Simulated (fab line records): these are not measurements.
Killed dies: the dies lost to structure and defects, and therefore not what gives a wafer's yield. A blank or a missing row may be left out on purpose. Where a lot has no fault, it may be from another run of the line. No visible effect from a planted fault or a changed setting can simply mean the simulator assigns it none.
fab line records -- flow sky130
record lots=7, wafers=21, last_day=49
route steps=708 shown LDD_HVN@275 LDD_HVP@278 LDD_LDN@289 SPACER@304 POLY_CUT@307 PAD_OPEN@708
lots that met no fault: from a run of the same line without faults
start_h: hours from the record's opening day to when the first of the lot's shown wafers began -- wait_h: how many hours have passed since the lot's step before this one -- " the same as in the row above -- L1.1+2: a single row standing in for several wafers -- - no value present, or no start provided -- * or withheld: withheld -- < > ~ a bound
route shown NAME@n: a module of which the file shows steps, and the number in the route of the first -- usual: the fault-free wafers' mean and standard deviation -- same: alike in all rows -- chamber/n: place in a boat -- sites: per-site readings -- _std_site: how widely they spread, as a standard deviation -- _edge_site: the outer-site mean with the inner-site mean subtracted -- radius_mm: how far each site lies from the wafer's centre -- mask NAME#n: copy n -- behind: tool/chamber where the wafer was last shaped -- hold: reason for holding the lot/hours on hold/outcome of the hold -- device: names the non-switching transistor (n, p or np) -- end of line: tests run on the same wafers once the route is complete -- a step given without rows: its recipe and nothing more -- killed: at the first sort, the dies lost to defects and structure; wafer yield is something else -- map: a wafer's dies, marking killed ones x, the rest . and places with no die _
set.NAME: the run value of the setting; set.NAME@STEP: its run value at that earlier step -- model.NAME: the simulator's own value behind a step, which no gauge read
a table for each step, a row for each wafer; lots at some steps of the route
services: when a tool's chamber went out of use (start_h, in hours from the record's first day, below 0 if earlier), for how many hours, and the reason
## steps
# step SKY_LDD_HVN_IMPLANT_08
# recipe species=P, energy_kev=60, dose_cm2=3e+13, tilt_deg=40
# step SKY_LDD_HVN_STRIP_09
# recipe chemistry=O2/N2, power_w=1400, pressure_mtorr=1500, platen_temp_c=withheld, o2_flow_sccm=3000, n2_flow_sccm=300, overash_fraction=0.5
# usual drypump_motor_current_A=5.75/0.27, oes_product_au=0.409/0.0044, strip_time_to_endpoint_s=4.139/0.016
lot.wafer,tool,chamber,start_h,wait_h,drypump_motor_current_A,oes_product_au,rf_hours_counter_h,strip_time_to_endpoint_s
L465.1,plasma_asher-03,1,479.30,0.1,5.93,0.415,64,4.119
L465.5,plasma_asher-03,0,479.30,0.1,5.99,0.411,-,4.140
L465.6,plasma_asher-03,1,479.30,0.1,5.91,0.413,-,4.124
L466.1,plasma_asher-03,1,490.61,0.1,5.90,0.403,65,4.113
L466.2,plasma_asher-03,0,490.61,0.1,5.93,0.404,65,4.112
L466.5,plasma_asher-03,0,490.61,0.1,5.95,0.407,-,4.125
L470.1,plasma_asher-04,0,522.11,0.1,5.73,0.411,83,4.132
L470.3,plasma_asher-04,0,522.11,0.1,5.73,0.412,-,4.150
L470.5,plasma_asher-04,1,522.11,0.1,5.21,0.403,-,4.141
L473.2,plasma_asher-03,1,537.48,0.1,5.89,0.410,71,4.153
L473.4,plasma_asher-03,0,537.48,0.1,5.94,0.411,-,4.150
L473.6,plasma_asher-03,1,537.48,0.1,5.92,0.414,-,4.141
L475.3,plasma_asher-03,0,558.48,0.1,6.01,0.412,-,4.161
L475.4,plasma_asher-03,1,558.48,0.1,5.95,0.405,-,4.152
L475.5,plasma_asher-03,1,558.48,0.1,5.93,0.406,-,4.127
L476.2,plasma_asher-03,0,571.16,0.1,5.99,0.414,75,4.171
L476.3,plasma_asher-03,1,571.16,0.1,5.85,0.407,-,4.129
L476.6,plasma_asher-03,0,571.16,0.1,5.93,0.404,-,4.155
L484.2,plasma_asher-03,0,638.25,0.1,5.95,0.409,82,4.141
L484.3,plasma_asher-03,0,638.25,0.1,5.93,0.411,-,4.143
L484.4,plasma_asher-03,1,638.25,0.1,5.92,0.405,-,4.175
# step SKY_LDD_HVN_TW_MEAS_10
# usual LDD_HVN_TW=1446/13
lot.wafer,tool,chamber,start_h,wait_h,LDD_HVN_TW
L465.1,film_metro-02,-,479.40,0.1,1464
L465.5,film_metro-02,-,479.40,0.1,1469
L465.6,film_metro-02,-,479.40,0.1,1469
L466.1,film_metro-03,-,490.71,0.1,1434
L466.2,film_metro-03,-,490.71,0.1,1434
L466.5,film_metro-03,-,490.71,0.1,1438
L470.1,film_metro-02,-,522.21,0.1,1461
L470.3,film_metro-02,-,522.21,0.1,1454
L470.5,film_metro-02,-,522.21,0.1,1461
L473.2,film_metro-03,-,537.59,0.1,1427
L473.4,film_metro-03,-,537.59,0.1,1421
L473.6,film_metro-03,-,537.59,0.1,1424
L475.3,film_metro-02,-,558.57,0.1,1454
L475.4,film_metro-02,-,558.57,0.1,1448
L475.5,film_metro-02,-,558.57,0.1,1449
L476.2,film_metro-03,-,571.27,0.1,1438
L476.3,film_metro-03,-,571.27,0.1,1444
L476.6,film_metro-03,-,571.27,0.1,1444
L484.2,film_metro-03,-,638.36,0.1,1440
L484.3,film_metro-03,-,638.36,0.1,1430
L484.4,film_metro-03,-,638.36,0.1,1443
# step SKY_LDD_HVP_DEHYDRATE_00
# recipe temp_c=200, time_s=60
# step SKY_LDD_HVP_HMDS_01
# recipe prime_time_s=60, prime_temp_c=120
# step SKY_LDD_HVP_COAT_02
# recipe resist=NOVOLAK, spin_rpm=3000, resist_thk_nm=300
# step SKY_LDD_HVP_SOFTBAKE_03
# recipe temp_c=90, time_s=60, resist=NOVOLAK
# step SKY_LDD_HVP_EXPOSE_04
# recipe mask_id=HVPTM, na=0.6, source_shape=conventional, sigma_outer=0.6, polarization=unpolarized, target_cd_nm=700, dose_mj=86
# step SKY_LDD_HVP_PEB_05
# recipe temp_c=withheld, time_s=*, resist=NOVOLAK
# step SKY_LDD_HVP_DEVELOP_06
# recipe resist=NOVOLAK, developer=TMAH, develop_time_s=60, dev_temp_c=23
# step SKY_LDD_HVP_OVL_MEAS_07
# usual LDD_HVP_OVL=-0.2/1.6
lot.wafer,tool,chamber,start_h,wait_h,LDD_HVP_OVL[nm]
L465.1,overlay-02,-,509.22,0.1,2.4
L465.5,overlay-02,-,509.22,0.1,2.8
L465.6,overlay-02,-,509.22,0.1,2.9
L466.1,overlay-02,-,521.62,0.1,0.3
L466.2,overlay-02,-,521.62,0.1,0.9
L466.5,overlay-02,-,521.62,0.1,-0.6
L470.1,overlay-02,-,551.56,0.1,-0.6
L470.3,overlay-02,-,551.56,0.1,-0.2
L470.5,overlay-02,-,551.56,0.1,0.1
L473.2,overlay-02,-,566.97,0.1,2.0
L473.4,overlay-02,-,566.97,0.1,0.7
L473.6,overlay-02,-,566.97,0.1,-1.1
L475.3,overlay-01,-,587.99,0.1,1.3
L475.4,overlay-01,-,587.99,0.1,0.1
L475.5,overlay-01,-,587.99,0.1,-0.7
L476.2,overlay-01,-,600.53,0.1,1.1
L476.3,overlay-01,-,600.53,0.1,1.0
L476.6,overlay-01,-,600.53,0.1,-0.5
L484.2,overlay-01,-,667.07,0.1,-2.5
L484.3,overlay-01,-,667.07,0.1,-0.7
L484.4,overlay-01,-,667.07,0.1,0.2
# step SKY_LDD_HVP_IMPLANT_08
# recipe species=B, energy_kev=20, dose_cm2=1.7e+13, tilt_deg=17.9
# step SKY_LDD_HVP_STRIP_09
# recipe chemistry=O2/N2, power_w=1400, pressure_mtorr=1500, platen_temp_c=withheld, o2_flow_sccm=3000, n2_flow_sccm=300, overash_fraction=0.5
# usual drypump_motor_current_A=5.61/0.24, oes_product_au=0.408/0.005, strip_time_to_endpoint_s=4.132/0.014
lot.wafer,tool,chamber,start_h,wait_h,drypump_motor_current_A,oes_product_au,rf_hours_counter_h,strip_time_to_endpoint_s
L465.1,plasma_asher-02,1,509.41,0.1,5.55,0.409,39,4.134
L465.5,plasma_asher-02,1,509.41,0.1,5.57,0.411,-,4.117
L465.6,plasma_asher-02,0,509.41,0.1,5.43,0.405,-,4.123
L466.1,plasma_asher-02,0,521.81,0.1,5.42,0.418,41,4.130
L466.2,plasma_asher-02,1,521.81,0.1,5.56,0.404,41,4.151
L466.5,plasma_asher-02,1,521.81,0.1,5.57,0.408,-,4.151
L470.1,plasma_asher-01,0,551.75,0.1,5.56,0.405,9,4.139
L470.3,plasma_asher-01,1,551.75,0.1,6.02,0.402,-,4.152
L470.5,plasma_asher-01,0,551.75,0.1,5.56,0.415,-,4.135
L473.2,plasma_asher-01,1,567.15,0.1,6.03,0.394,10,4.128
L473.4,plasma_asher-01,0,567.15,0.1,5.55,0.409,-,4.160
L473.6,plasma_asher-01,1,567.15,0.1,6.01,0.400,-,4.130
L475.3,plasma_asher-01,0,588.19,0.1,5.57,0.412,-,4.139
L475.4,plasma_asher-01,1,588.19,0.1,6.01,0.408,-,4.113
L475.5,plasma_asher-01,1,588.19,0.1,6.00,0.410,-,4.123
L476.2,plasma_asher-02,0,600.71,0.1,5.42,0.405,48,4.126
L476.3,plasma_asher-02,0,600.71,0.1,5.41,0.402,-,4.131
L476.6,plasma_asher-02,1,600.71,0.1,5.57,0.411,-,4.120
L484.2,plasma_asher-01,0,667.25,0.1,5.56,0.414,20,4.107
L484.3,plasma_asher-01,1,667.25,0.1,6.00,0.411,-,4.121
L484.4,plasma_asher-01,0,667.25,0.1,5.55,0.412,-,4.112
# step SKY_LDD_HVP_TW_MEAS_10
# usual LDD_HVP_TW=458/4.4
lot.wafer,tool,chamber,start_h,wait_h,LDD_HVP_TW
L465.1,film_metro-04,-,509.51,0.1,461
L465.5,film_metro-04,-,509.51,0.1,462
L465.6,film_metro-04,-,509.51,0.1,460
L466.1,film_metro-04,-,521.91,0.1,461
L466.2,film_metro-04,-,521.91,0.1,460
L466.5,film_metro-04,-,521.91,0.1,464
L470.1,film_metro-01,-,551.85,0.1,451
L470.3,film_metro-01,-,551.85,0.1,454
L470.5,film_metro-01,-,551.85,0.1,453
L473.2,film_metro-01,-,567.26,0.1,452
L473.4,film_metro-01,-,567.26,0.1,451
L473.6,film_metro-01,-,567.26,0.1,451
L475.3,film_metro-04,-,588.28,0.1,460
L475.4,film_metro-04,-,588.28,0.1,459
L475.5,film_metro-04,-,588.28,0.1,461
L476.2,film_metro-04,-,600.82,0.1,459
L476.3,film_metro-04,-,600.82,0.1,456
L476.6,film_metro-04,-,600.82,0.1,459
L484.2,film_metro-02,-,667.36,0.1,465
L484.3,film_metro-02,-,667.36,0.1,466
L484.4,film_metro-02,-,667.36,0.1,465
# step SKY_LDD_LDN_DEHYDRATE_00
# recipe temp_c=200, time_s=60
# step SKY_LDD_LDN_HMDS_01
# recipe prime_time_s=60, prime_temp_c=120
# step SKY_LDD_LDN_COAT_02
# recipe resist=NOVOLAK, spin_rpm=3000, resist_thk_nm=1140
# step SKY_LDD_LDN_SOFTBAKE_03
# recipe temp_c=90, time_s=60, resist=NOVOLAK
# step SKY_LDD_LDN_EXPOSE_04
# recipe mask_id=LDNTM, na=0.6, source_shape=conventional, sigma_outer=0.6, polarization=unpolarized, target_cd_nm=700, dose_mj=140
# step SKY_LDD_LDN_PEB_05
# recipe temp_c=withheld, time_s=*, resist=NOVOLAK
# step SKY_LDD_LDN_DEVELOP_06
# recipe resist=NOVOLAK, developer=TMAH, develop_time_s=60, dev_temp_c=23
# step SKY_LDD_LDN_OVL_MEAS_07
# usual LDD_LDN_OVL=0.2/1.3
lot.wafer,tool,chamber,start_h,wait_h,LDD_LDN_OVL[nm]
L465.1,overlay-02,-,539.20,0.1,0.1
L465.5,overlay-02,-,539.20,0.1,1.1
L465.6,overlay-02,-,539.20,0.1,-1.0
L466.1,overlay-02,-,551.40,0.1,-1.3
L466.2,overlay-02,-,551.40,0.1,-0.9
L466.5,overlay-02,-,551.40,0.1,-0.1
L470.1,overlay-01,-,580.72,0.1,-0.5
L470.3,overlay-01,-,580.72,0.1,-1.3
L470.5,overlay-01,-,580.72,0.1,-0.1
L473.2,overlay-01,-,595.81,0.1,-0.1
L473.4,overlay-01,-,595.81,0.1,2.4
L473.6,overlay-01,-,595.81,0.1,-0.3
L475.3,overlay-02,-,616.46,0.1,-0.2
L475.4,overlay-02,-,616.46,0.1,0.9
L475.5,overlay-02,-,616.46,0.1,-1.8
L476.2,overlay-01,-,629.85,0.1,0.5
L476.3,overlay-01,-,629.85,0.1,3.0
L476.6,overlay-01,-,629.85,0.1,2.5
L484.2,overlay-02,-,694.72,0.1,0.7
L484.3,overlay-02,-,694.72,0.1,0.9
L484.4,overlay-02,-,694.72,0.1,-1.0
# step SKY_LDD_LDN_IMPLANT_08
# recipe species=As, energy_kev=15, dose_cm2=1.25e+13, tilt_deg=withheld, rotation_deg=23
# step SKY_LDD_LDN_IMPLANT_09
# recipe species=As, energy_kev=15, dose_cm2=1.25e+13, tilt_deg=withheld, rotation_deg=113
# step SKY_LDD_LDN_IMPLANT_10
# recipe species=As, energy_kev=15, dose_cm2=1.25e+13, tilt_deg=withheld, rotation_deg=203
# step SKY_LDD_LDN_IMPLANT_11
# recipe species=As, energy_kev=15, dose_cm2=1.25e+13, tilt_deg=withheld, rotation_deg=293
# step SKY_LDD_LDN_STRIP_12
# recipe chemistry=O2/N2, power_w=1400, pressure_mtorr=1500, platen_temp_c=withheld, o2_flow_sccm=3000, n2_flow_sccm=300, overash_fraction=0.5
# usual drypump_motor_current_A=5.66/0.23, oes_product_au=0.716/0.0044, strip_time_to_endpoint_s=14.18/0.035
lot.wafer,tool,chamber,start_h,wait_h,drypump_motor_current_A,oes_product_au,rf_hours_counter_h,strip_time_to_endpoint_s
L465.1,plasma_asher-02,0,539.83,0.1,5.41,0.723,43,14.21
L465.5,plasma_asher-02,0,539.83,0.1,5.43,0.719,-,14.18
L465.6,plasma_asher-02,1,539.83,0.1,5.56,0.712,-,14.24
L466.1,plasma_asher-02,0,552.03,0.1,5.42,0.723,44,14.15
L466.2,plasma_asher-02,1,552.03,0.1,5.56,0.721,44,14.13
L466.5,plasma_asher-02,0,552.03,0.1,5.43,0.717,-,14.14
L470.1,plasma_asher-01,1,581.36,0.1,6.05,0.714,11,14.21
L470.3,plasma_asher-01,1,581.36,0.1,6.05,0.720,-,14.19
L470.5,plasma_asher-01,0,581.36,0.1,5.54,0.719,-,14.16
L473.2,plasma_asher-02,1,596.44,0.1,5.57,0.707,48,14.16
L473.4,plasma_asher-02,1,596.44,0.1,5.57,0.718,-,14.10
L473.6,plasma_asher-02,1,596.44,0.1,5.57,0.718,-,14.14
L475.3,plasma_asher-02,1,617.12,0.1,5.57,0.720,-,14.23
L475.4,plasma_asher-02,0,617.12,0.1,5.42,0.709,-,14.20
L475.5,plasma_asher-02,0,617.12,0.1,5.43,0.716,-,14.18
L476.2,plasma_asher-02,1,630.48,0.1,5.58,0.717,51,14.21
L476.3,plasma_asher-02,0,630.48,0.1,5.43,0.714,-,14.18
L476.6,plasma_asher-02,0,630.48,0.1,5.42,0.715,-,14.18
L484.2,plasma_asher-02,0,695.35,0.1,5.43,0.714,57,14.17
L484.3,plasma_asher-02,1,695.35,0.1,5.56,0.716,-,14.17
L484.4,plasma_asher-02,0,695.35,0.1,5.42,0.720,-,14.18
# step SKY_LDD_LDN_TW_MEAS_13
# usual LDD_LDN_TW=1478/13
lot.wafer,tool,chamber,start_h,wait_h,LDD_LDN_TW
L465.1,film_metro-02,-,539.93,0.1,1496
L465.5,film_metro-02,-,539.93,0.1,1505
L465.6,film_metro-02,-,539.93,0.1,1506
L466.1,film_metro-03,-,552.13,0.1,1477
L466.2,film_metro-03,-,552.13,0.1,1477
L466.5,film_metro-03,-,552.13,0.1,1490
L470.1,film_metro-03,-,581.46,0.1,1473
L470.3,film_metro-03,-,581.46,0.1,1473
L470.5,film_metro-03,-,581.46,0.1,1477
L473.2,film_metro-03,-,596.55,0.1,1477
L473.4,film_metro-03,-,596.55,0.1,1479
L473.6,film_metro-03,-,596.55,0.1,1474
L475.3,film_metro-01,-,617.20,0.1,1471
L475.4,film_metro-01,-,617.20,0.1,1455
L475.5,film_metro-01,-,617.20,0.1,1465
L476.2,film_metro-03,-,630.65,0.1,1473
L476.3,film_metro-03,-,630.65,0.1,1474
L476.6,film_metro-03,-,630.65,0.1,1474
L484.2,film_metro-01,-,695.46,0.1,1464
L484.3,film_metro-01,-,695.46,0.1,1470
L484.4,film_metro-01,-,695.46,0.1,1471
# step SKY_LDD_LDN_CLEAN_14
# recipe chemistry=SC1/SC2, mix=1:4:20, temp_c=70, time_s=150, dry=n2_spin
# step SKY_SPACER_CVD_00
# recipe material=Si3N4, precursor=DCS/NH3, target_thk_nm=43.1, temp_c=770, time_s=740, pressure_mtorr=250
# step SKY_SPACER_THK_MEAS_01
# recipe reads=Si3N4_of_SPACER_CVD_00
# usual SPACER_CVD_00_THK=43.1/0.47
lot.wafer,tool,chamber,start_h,wait_h,SPACER_CVD_00_THK[nm]
L465.1,film_metro-01,-,541.25,0.0,42.2
L465.5,film_metro-01,-,541.25,0.0,42.0
L465.6,film_metro-01,-,541.25,0.0,42.0
L466.1,film_metro-01,-,553.45,0.0,42.6
L466.2,film_metro-01,-,553.45,0.0,42.5
L466.5,film_metro-01,-,553.45,0.0,42.9
L470.1,film_metro-01,-,584.62,0.0,42.7
L470.3,film_metro-01,-,584.62,0.0,42.4
L470.5,film_metro-01,-,584.62,0.0,42.8
L473.2,film_metro-01,-,599.13,0.0,42.6
L473.4,film_metro-01,-,599.13,0.0,42.6
L473.6,film_metro-01,-,599.13,0.0,42.3
L475.3,film_metro-01,-,618.52,0.0,43.2
L475.4,film_metro-01,-,618.52,0.0,43.3
L475.5,film_metro-01,-,618.52,0.0,43.3
L476.2,film_metro-01,-,631.97,0.0,43.1
L476.3,film_metro-01,-,631.97,0.0,43.3
L476.6,film_metro-01,-,631.97,0.0,43.0
L484.2,film_metro-01,-,697.38,0.0,43.7
L484.3,film_metro-01,-,697.38,0.0,44.0
L484.4,film_metro-01,-,697.38,0.0,43.6
# step SKY_SPACER_ETCHBACK_02
# recipe chemistry=CH3F/O2, target=Si3N4, stop_on=SiO2, source_w=400, bias_w=80, pressure_mtorr=25, ch3f_flow_sccm=40, O2_flow_sccm=30, time_s=46.7, target_depth_a=450
# usual drypump_motor_current_A=5.6/0.53, oes_product_au=0.855/0.0075, throttle_valve_pct=10.562/0.0094
lot.wafer,tool,chamber,start_h,wait_h,drypump_motor_current_A,oes_product_au,rf_hours_counter_h,throttle_valve_pct
L465.1,rie_diel-01,1,541.31,0.1,5.6,0.841,82,10.567
L465.5,rie_diel-01,0,541.31,0.1,5.9,0.844,-,10.572
L465.6,rie_diel-01,1,541.31,0.1,5.6,0.850,-,10.560
L466.1,rie_diel-04,3,553.51,0.1,6.1,0.854,23,10.572
L466.2,rie_diel-04,0,553.51,0.1,6.3,0.844,10,10.552
L466.5,rie_diel-04,0,553.51,0.1,6.3,0.847,-,10.551
L470.1,rie_diel-01,1,584.68,0.1,5.6,0.857,0,10.565
L470.3,rie_diel-01,2,584.68,0.1,4.9,0.844,6,10.572
L470.5,rie_diel-01,2,584.68,0.1,4.9,0.852,-,10.567
L473.2,rie_diel-04,2,599.18,0.0,5.7,0.845,11,10.556
L473.4,rie_diel-04,1,599.18,0.0,5.6,0.851,3,10.557
L473.6,rie_diel-04,3,599.18,0.0,6.1,0.850,-,10.561
L475.3,rie_diel-01,0,618.56,0.0,5.9,0.864,11,10.563
L475.4,rie_diel-01,1,618.56,0.0,5.6,0.861,1,10.566
L475.5,rie_diel-01,1,618.56,0.0,5.6,0.867,-,10.570
L476.2,rie_diel-01,3,632.02,0.0,5.2,0.858,67,10.584
L476.3,rie_diel-01,0,632.02,0.0,6.0,0.854,11,10.556
L476.6,rie_diel-01,3,632.02,0.0,5.2,0.855,-,10.551
L484.2,rie_diel-01,3,697.43,0.0,5.2,0.870,1,10.559
L484.3,rie_diel-01,0,697.43,0.0,5.9,0.864,13,10.570
L484.4,rie_diel-01,2,697.43,0.0,4.9,0.864,9,10.548
# step SKY_POLY_CUT_DEHYDRATE_00
# recipe temp_c=200, time_s=60
# step SKY_POLY_CUT_HMDS_01
# recipe prime_time_s=60, prime_temp_c=120
# step SKY_POLY_CUT_COAT_02
# recipe resist=BARC, temp_c=withheld, time_s=withheld, spin_rpm=3000, resist_thk_nm=60
# step SKY_POLY_CUT_COAT_03
# recipe resist=KrF-thick, spin_rpm=3000, resist_thk_nm=450
# step SKY_POLY_CUT_SOFTBAKE_04
# recipe temp_c=100, time_s=90, resist=KrF-thick
# step SKY_POLY_CUT_EXPOSE_05
# recipe mask_id=NPCM, na=0.8, source_shape=annular, sigma_inner=0.55, sigma_outer=0.85, target_cd_nm=270, dose_mj=32
# step SKY_POLY_CUT_PEB_06
# recipe peb_temp_c=withheld, peb_time_s=withheld, resist=KrF-thick
# step SKY_POLY_CUT_DEVELOP_07
# recipe develop_time_s=60, resist=KrF-thick, dev_temp_c=21
# step SKY_POLY_CUT_CD_MEAS_08
# recipe target_cd_nm=270
# usual cd_nm=270.1/1.4
lot.wafer,tool,chamber,start_h,wait_h,cd_nm
L465.1,cd_sem-01,-,571.36,-,269.8
L465.5,cd_sem-01,-,571.36,-,269.9
L465.6,cd_sem-01,-,571.36,-,271.5
L466.1,cd_sem-01,-,583.30,-,268.4
L466.2,cd_sem-01,-,583.30,-,267.5
L466.5,cd_sem-01,-,583.30,-,269.0
L470.1,cd_sem-02,-,613.61,-,272.0
L470.3,cd_sem-02,-,613.61,-,270.2
L470.5,cd_sem-02,-,613.61,-,269.9
L473.2,cd_sem-01,-,628.18,-,270.6
L473.4,cd_sem-01,-,628.18,-,271.5
L473.6,cd_sem-01,-,628.18,-,270.3
L475.3,cd_sem-01,-,647.99,-,270.5
L475.4,cd_sem-01,-,647.99,-,270.1
L475.5,cd_sem-01,-,647.99,-,268.0
L476.2,cd_sem-02,-,660.68,-,268.0
L476.3,cd_sem-02,-,660.68,-,268.8
L476.6,cd_sem-02,-,660.68,-,269.0
L484.2,cd_sem-01,-,725.12,-,271.1
L484.3,cd_sem-01,-,725.12,-,272.0
L484.4,cd_sem-01,-,725.12,-,271.3
# step SKY_POLY_CUT_OVL_MEAS_09
# usual POLY_CUT_OVL=3/5.2
lot.wafer,tool,chamber,start_h,wait_h,POLY_CUT_OVL[nm]
L465.1,overlay-02,-,571.48,0.1,4
L465.5,overlay-02,-,571.48,0.1,6
L465.6,overlay-02,-,571.48,0.1,4
L466.1,overlay-02,-,583.42,0.1,4
L466.2,overlay-02,-,583.42,0.1,-4
L466.5,overlay-02,-,583.42,0.1,2
L470.1,overlay-02,-,613.73,0.1,7
L470.3,overlay-02,-,613.73,0.1,8
L470.5,overlay-02,-,613.73,0.1,5
L473.2,overlay-02,-,628.29,0.1,2
L473.4,overlay-02,-,628.29,0.1,2
L473.6,overlay-02,-,628.29,0.1,-2
L475.3,overlay-02,-,648.08,0.1,-8
L475.4,overlay-02,-,648.08,0.1,2
L475.5,overlay-02,-,648.08,0.1,-1
L476.2,overlay-02,-,660.79,0.1,15
L476.3,overlay-02,-,660.79,0.1,2
L476.6,overlay-02,-,660.79,0.1,6
L484.2,overlay-02,-,725.22,0.1,8
L484.3,overlay-02,-,725.22,0.1,8
L484.4,overlay-02,-,725.22,0.1,3
# step SKY_PAD_OPEN_PROBE_99
# usual killed_at_M0_to_M3=44/6, killed_at_M4_up=2.9/1.5, killed_at_contacts=24/4.9, killed_at_front_end=16/4.3, killed_at_other=0.3/0.54, killed_dies=87/8.7, killed_open=48/6.7, killed_short=39/5.9
# same gross_dies=492, killed_at_back_side=0
lot.wafer,tool,chamber,start_h,wait_h,killed_at_M0_to_M3,killed_at_M4_up,killed_at_contacts,killed_at_front_end,killed_at_other,killed_dies,killed_open,killed_short
L470.1,prober-02,-,1115.15,0.1,45,3,17,74,0,139,47,33
L470.5,prober-02,-,1115.35,0.2,41,4,29,73,1,148,51,40
L473.4,prober-01,-,1127.16,0.2,55,2,11,69,1,138,33,48
L475.3,prober-01,-,1137.60,0.2,35,2,26,75,0,138,45,31
# killed by level:class
L470.1 LDD_HVP:unspecified=59 VIA1:geometric_particle:open=16 VIA3:geometric_particle:open=9 POLY_GATE:geometric_particle:short=6 METAL2:geometric_particle:short=5 VIA2:geometric_particle:short=4 LI_CONTACT:geometric_particle:open=4 CONTACT:geometric_particle:short=4
L470.5 LDD_HVP:unspecified=57 CONTACT:geometric_particle:open=15 VIA1:geometric_particle:open=9 VIA1:geometric_particle:short=9 POLY_GATE:geometric_particle:open=7 LI_CONTACT:geometric_particle:open=6 VIA3:geometric_particle:open=6 CONTACT:geometric_particle:short=5
L473.4 LDD_HVP:unspecified=57 METAL1:geometric_particle:short=10 METAL2:geometric_particle:short=8 VIA3:geometric_particle:open=7 VIA1:geometric_particle:open=7 VIA2:geometric_particle:open=7 VIA2:geometric_particle:short=5 POLY_GATE:geometric_particle:short=4
L475.3 LDD_HVP:unspecified=62 VIA1:geometric_particle:open=12 LI_CONTACT:geometric_particle:open=8 CONTACT:geometric_particle:open=7 VIA1:geometric_particle:short=6 CONTACT:geometric_particle:short=5 FIELD_ISO:geometric_particle:open=4 LOCAL_INTERCONNECT:geometric_particle:short=4
# map L470.5 (x killed, . not)
__________.xx.x....._________
________x.x..x.x......_______
______..x.......x......._____
_____...........x.....x..____
____........xx.x..x.....x.___
___.....x.......x..........__
__x.......x...x.x...x......._
_...x...x..........x.........
_..x..x...x..x....xx.......x.
_..x...xx.xxx...x.x.xx.......
_.....x...xx...x......x.xxx..
_.......xxxx.xx...........xx.
_.......x.......x.x.....x....
_..xx......x..x.........x..xx
_..x.......xx.....xx...x...x.
__.x...x.....xxx..xxx......._
___......x.xxxxxxx.x.x.....__
____..x...xxxxxxxxxx...x..___
_____....xxxxxxxxxxx.....____
______x...xxxxxxxxxxx..._____
________xx.xxxxxxxx..._______
__________.xxxxxxxx._________
# map L473.4 (x killed, . not)
__________..x....x.._________
________x............._______
______x.....x....x......_____
_____.x....x............x____
____..........x...x.x.....___
___...........xx......x....__
__x...xx.x.x.x..x......xx.xx_
_..........x.............x...
_..x......x.................x
_x.x..x..xx..x...............
_.x.x...............x.xx.xx..
_.........xx.........x......x
_.x...x..x..x.......xx.......
_x......xx....x.........x...x
_.............x.....x.....x..
__x.......x.x.xxxx..x....x.._
___.........xxxxxxxx...xx.x__
____x....xxxxxxxxxxx.xxx.x___
_____....xxxxxxxxxxxx....____
______.....xxxxxxxxx...._____
________..xxxxxxxxx..._______
__________.xxxxxxxxx_________
## services
tool,chamber,start_h,hours,kind
rie_diel-04,0,458.36,19.4,repair
plasma_asher-01,-,488.52,6.4,repair
plasma_asher-01,-,494.95,28.1,pm
rie_diel-01,1,545.50,-,clean
rie_diel-01,1,545.50,18.1,scheduled_down
rie_diel-01,1,545.50,18.1,vent_cycle
rie_diel-04,1,552.79,5.3,repair
rie_diel-04,1,577.94,4.3,repair
plasma_asher-02,-,585.92,7.5,repair
rie_diel-04,2,607.72,9.2,repair
plasma_asher-02,-,620.74,2.8,pm
rie_diel-01,1,625.38,13.7,repair
rie_diel-01,3,639.12,-,clean
rie_diel-01,3,639.12,18.3,scheduled_down
rie_diel-01,3,639.12,18.3,vent_cycle
rie_diel-04,1,651.29,20.3,repair
plasma_asher-04,-,664.04,2.8,pm
rie_diel-01,-,677.06,0.5,repair
plasma_asher-01,-,677.68,2.8,pm
plasma_asher-03,-,685.28,4.2,repair
rie_diel-04,1,690.50,3.4,repair
## key
first_sign step=SKY_PAD_OPEN_PROBE_99, reading=killed_at_front_end, direction=up, sigmas=13, usual=16, struck=73
effect step=SKY_PAD_OPEN_PROBE_99, reading=killed_dies, direction=up, sigmas=6.2, usual=87, struck=141
met_at SKY_LDD_HVP_STRIP_09
struck_wafers L470.1,L470.5,L473.4,L475.3
tester_left_out L470,L473,L475
fault kind=chamber_particle_source, tool=plasma_asher-01, chamber=0, onset_h=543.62, steps=SKY_LDD_HVP_STRIP_09, rate_per_visit_cm2=1.7486, end_h=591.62
# tester_left_out: of these lots the tester's yield and bins aren't shown, on N5 and GAA mostly nor the transistor test; their killed dies are dies lost to structure and defects alone, not to doping, threshold or leakage, so they don't give the yield
